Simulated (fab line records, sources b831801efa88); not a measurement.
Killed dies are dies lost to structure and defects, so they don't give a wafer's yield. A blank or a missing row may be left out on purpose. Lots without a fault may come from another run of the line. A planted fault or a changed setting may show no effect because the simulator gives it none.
A struck lot beside a sound one | flow sky130 | 15 steps out of a route of 708
Sound: wafers L781.4, L781.5, L781.6. Struck: wafers L794.1, L794.2, L794.4. The cause comes at the end.
At each step with rows: each side's tool, then ch and its chambers, then its first start. Under that, the readings that differ: sound wafers | struck wafers | difference of the means | sigmas: that difference in standard deviations of wafers without a fault.
alike: readings whose means differ by less than 2 such deviations, and words and numbers that are the same on both sides. not compared: withheld readings, readings that some wafer has no value for, bounds like >300 that may hide the same value, and numbers for which the record gives no deviation and whose values overlap.
The two part at a step that has a row with sigmas, a row that says differs or no value, or rows on one side only. Numbers that don't overlap but have no deviation are shown without sigmas and don't part them. A reading that every wafer of one side lacks parts them only if that side has two wafers or more.

first, 2 steps without rows for these wafers: SKY_VT_ADJUST_LVTN_PEB_05; SKY_VT_ADJUST_LVTN_DEVELOP_06 (develop time 60 s).
SKY_VT_ADJUST_LVTN_OVL_MEAS_07:
  sound on overlay-01, day 7 05:44; struck on overlay-02, day 11 01:30
  alike: VT_ADJUST_LVTN_OVL
then, 1 step without rows for these wafers: SKY_VT_ADJUST_LVTN_IMPLANT_08.
SKY_VT_ADJUST_LVTN_STRIP_09: strips in O2/N2.
  sound on plasma_asher-03 ch 0,1, day 7 05:56; struck on plasma_asher-02 ch 0,1, day 11 01:41
  alike: drypump_motor_current_A, oes_product_au, strip_time_to_endpoint_s
  not compared: rf_hours_counter_h
SKY_VT_ADJUST_LVTN_TW_MEAS_10:
  sound on film_metro-04, day 7 06:02; struck on film_metro-03, day 11 01:47
  alike: VT_ADJUST_LVTN_TW
then, 6 steps without rows for these wafers: SKY_VT_ADJUST_LVTN_DEHYDRATE_11 (time 60 s); SKY_VT_ADJUST_LVTN_HMDS_12 (prime time 60 s); SKY_VT_ADJUST_LVTN_COAT_13 (resist thk 1140 nm); SKY_VT_ADJUST_LVTN_SOFTBAKE_14 (time 60 s); SKY_VT_ADJUST_LVTN_EXPOSE_15 (exposes mask HVN STD DERIVED, target cd 600 nm); SKY_VT_ADJUST_LVTN_PEB_16.
SKY_VT_ADJUST_LVTN_DEVELOP_17: develop time 60 s.
  sound on litho_track-02 ch 0, day 8 02:01; struck on litho_track-02 ch 0, day 12 01:17
  reading              | sound             | struck            | difference | sigmas
  developer_temp_C (C) | 23.06 23.20 23.15 | 25.28 25.24 25.18 | +2.10      | +21
SKY_VT_ADJUST_LVTN_OVL_MEAS_18:
  sound on overlay-02, day 8 02:06; struck on overlay-02, day 12 01:26
  alike: VT_ADJUST_LVTN_01_OVL
SKY_PAD_OPEN_PROBE_99:
  the record has rows for the sound wafers here (prober-01, day 46 16:45) and none for the struck ones

WHERE THEY PART
First at SKY_VT_ADJUST_LVTN_DEVELOP_17; last, within this record, at SKY_PAD_OPEN_PROBE_99.

WHY: what the simulator had put in
Process parameter drift: litho_track-02, from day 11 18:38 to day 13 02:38, at SKY_VT_ADJUST_LVTN_DEVELOP_17. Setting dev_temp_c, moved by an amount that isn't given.
